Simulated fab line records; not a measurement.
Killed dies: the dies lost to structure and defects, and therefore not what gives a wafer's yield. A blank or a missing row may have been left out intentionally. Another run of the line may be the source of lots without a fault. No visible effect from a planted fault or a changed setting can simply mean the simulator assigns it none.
One fault through the eyes of 2 desks ; flow gf180mcu ; only its own numbers are on each desk; what lay behind them is given at the end

== FROM THE METROLOGY DESK ==
Means of the sampled wafers that have a number, per lot and without regard to the tool the lot ran on: this is what the gauges read. A lot is out of limits, marked OUT, if its mean lies more than 4 standard deviations from the usual mean; the brackets give that distance.
Columns: A = DNWELL_TW at GF_DNWELL_TW_MEAS_09, usual 1338; B = V4_BOW at GF_V4_BOW_MEAS_05, usual 135 um; C = V4_W_RS at GF_V4_RS_MEAS_24, usual 0.326 ohm/sq
lot;first seen here;A;B;C
L699;day 2 20:31;1339;139;0.328
L700;day 3 00:08;1339;130;0.326
L702;day 3 16:11;1334;124;0.326
L704;day 3 22:55;1332;130;0.319
L706;day 4 10:52;1337;140;0.328
L707;day 4 14:10;1332;130;0.325
L708;day 4 18:15;1333;136;0.324
L709;day 5 00:55;1335;124;0.330
L710;day 5 05:41;1320;133;0.322
L712;day 5 17:08;1360;139;0.319
L718;day 6 23:16;1498 (+11) OUT;142;0.323
L721;day 7 14:52;1491 (+10) OUT;137;0.319
L722;day 7 20:19;1332;126;0.326
This desk's result: L718, L721 out of limits, first on L718 (DNWELL_TW at GF_DNWELL_TW_MEAS_09), day 6 23:16. In limits: L699, L700, L702, L704, L706, L707, L708, L709, L710, L712, L722.

== THE TOOL OWNER'S DESK: implanter-02 ==
For each lot that ran on this tool, the mean over its sampled wafers that have a number, from the tool's own readings at GF_DNWELL_IMPLANT_07. A lot is out of limits, marked OUT, if its mean lies more than 4 standard deviations from the usual mean; the brackets give that distance.
Columns: A = tilt deg at GF_DNWELL_IMPLANT_07, usual 0.003 degrees
lot;first seen here;A
L700;day 2 23:56;0.007
L707;day 4 13:55;0.010
L710;day 5 05:29;-0.017
L718;day 6 23:01;8.860 (+99 or more) OUT
L721;day 7 14:38;8.815 (+99 or more) OUT
This desk's finding: out of limits on L718, L721; first on L718, day 6 23:01 (tilt deg at GF_DNWELL_IMPLANT_07). In limits: L700, L707, L710.

== BROUGHT TOGETHER ==
On L718, L721, at day 6 23:01, an alarm was possible from the tool owner's desk.
At day 6 23:16 the metrology desk could have sounded an alarm, on L718, L721.
On implanter-02, each named lot ran GF_DNWELL_IMPLANT_07.

== WHAT WAS PUT IN BY THE SIMULATOR ==
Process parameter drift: implanter-02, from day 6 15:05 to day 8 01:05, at GF_DNWELL_IMPLANT_07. Setting tilt deg, moved by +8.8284, from 0. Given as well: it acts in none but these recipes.
Struck lots among those shown: L718, L721.
Hours from the fault's start to each desk's first reading out of limits: the tool owner's desk, 8; the metrology desk, 8.
